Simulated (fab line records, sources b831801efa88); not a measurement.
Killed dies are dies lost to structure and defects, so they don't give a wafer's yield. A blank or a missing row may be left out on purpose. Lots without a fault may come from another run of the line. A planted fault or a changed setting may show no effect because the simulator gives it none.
A struck lot beside a sound one | flow sky130 | 14 steps out of a route of 708
Sound: wafers L264.2, L264.4, L264.5. Struck: wafers L268.1, L268.2, L268.6. The cause comes at the end.
At each step with rows: each side's tool, then ch and its chambers, then its first start. Under that, the readings that differ: sound wafers | struck wafers | difference of the means | sigmas: that difference in standard deviations of wafers without a fault.
alike: readings whose means differ by less than 2 such deviations, and words and numbers that are the same on both sides. not compared: withheld readings, readings that some wafer has no value for, bounds like >300 that may hide the same value, and numbers for which the record gives no deviation and whose values overlap.
The two part at a step that has a row with sigmas, a row that says differs or no value, or rows on one side only. Numbers that don't overlap but have no deviation are shown without sigmas and don't part them. A reading that every wafer of one side lacks parts them only if that side has two wafers or more.

SKY_VIA1_CD_MEAS_12: target cd 150 nm.
  sound on cd_sem-01, day 38 12:49; struck on cd_sem-02, day 39 15:02
  alike: cd_nm
SKY_VIA1_OVL_MEAS_13:
  sound on overlay-02, day 38 12:55; struck on overlay-02, day 39 15:09
  alike: VIA1_OVL
SKY_VIA1_ETCH_14: etches BARC in N2/H2, stops on SiO2, time 45.9 s, target depth 60 nm.
  sound on rie_diel-04 ch 0,3, day 38 12:57; struck on rie_diel-02 ch 1,2, day 39 15:11
  alike: drypump_motor_current_A, oes_product_au, throttle_valve_pct
  not compared: rf_hours_counter_h
SKY_VIA1_ETCH_15: etches SiO2 in C4F8/O2/Ar, stops on TiN, target depth 351 nm, time 54 s.
  sound on rie_diel-04 ch 0,3, day 38 12:59; struck on rie_diel-02 ch 1,2, day 39 15:14
  alike: oes_product_au
  not compared: rf_hours_counter_h
SKY_VIA1_STRIP_16: strips in O2/N2.
  sound on plasma_asher-02 ch 0,1, day 38 13:02; struck on plasma_asher-02 ch 0,1, day 39 15:17
  alike: drypump_motor_current_A, oes_product_au, strip_time_to_endpoint_s
  not compared: rf_hours_counter_h
then, 3 steps without rows for these wafers: SKY_VIA1_STRIP_17 (strips in post etch residue remover, time 1200 s); SKY_VIA1_CLEAN_18 (cleans in IPA, time 180 s); SKY_VIA1_CLEAN_19 (cleans in O3/DIW).
SKY_VIA1_SPUTTER_20: material TiN, target thk 20 nm, time 80 s.
  sound on pvd_sputter-04, day 38 13:38; struck on pvd_sputter-02, day 39 15:53
  alike: throttle_valve_pct
SKY_VIA1_CVD_21: deposits W, target thk 270 nm, time 80.902 s.
  sound on cvd_w-01 ch 1, day 38 13:41; struck on cvd_w-02 ch 0,1, day 39 15:56
  alike: heater_power_w
SKY_VIA1_RS_MEAS_22: measures by four-point-probe.
  sound on film_metro-03, day 38 13:48; struck on film_metro-02, day 39 16:02
  alike: VIA1_W_RS
SKY_VIA1_THK_MEAS_23: measures by xrf.
  sound on film_metro-03, day 38 13:55; struck on film_metro-02, day 39 16:09
  alike: VIA1_W_THK
SKY_VIA1_CMP_24: polishes, stops on SiO2, t overpolish 15 s, target thk 0 nm.
  sound on cmp-01 ch 0,1, day 38 13:58; struck on cmp-02 ch 1,2, day 39 16:13
  no value came back on the struck wafers for any of 5 readings (edge_zone_pressure_frac, head_pressure_psi (psi) and others); on the sound wafers edge_zone_pressure_frac reads 0.998 0.996 1.000
  reading                                  | sound           | struck            | difference | sigmas
  model.W_of_VIA1_CVD_21.thk_nm (nm)       | 0 0 0           | 270.7 267.7 268.2 | +268.9     |
  model.SiO2_of_VIA1_HDPCVD_00.thk_nm (nm) | 342.4 342 342.1 | 343.8 342.5 343.1 | +1.0       |
-- the record jumps here: 10 days lie between the struck wafers' starts before and after (it left off in module VIA1 and takes up again in module PAD_OPEN, whose first step shown is number 708 of the route) --
SKY_PAD_OPEN_PROBE_99:
  the record has rows for the struck wafers here (prober-02, day 50 00:52) and none for the sound ones

WHERE THEY PART
First at SKY_VIA1_CMP_24; last, within this record, at SKY_PAD_OPEN_PROBE_99.

WHY: what the simulator had put in
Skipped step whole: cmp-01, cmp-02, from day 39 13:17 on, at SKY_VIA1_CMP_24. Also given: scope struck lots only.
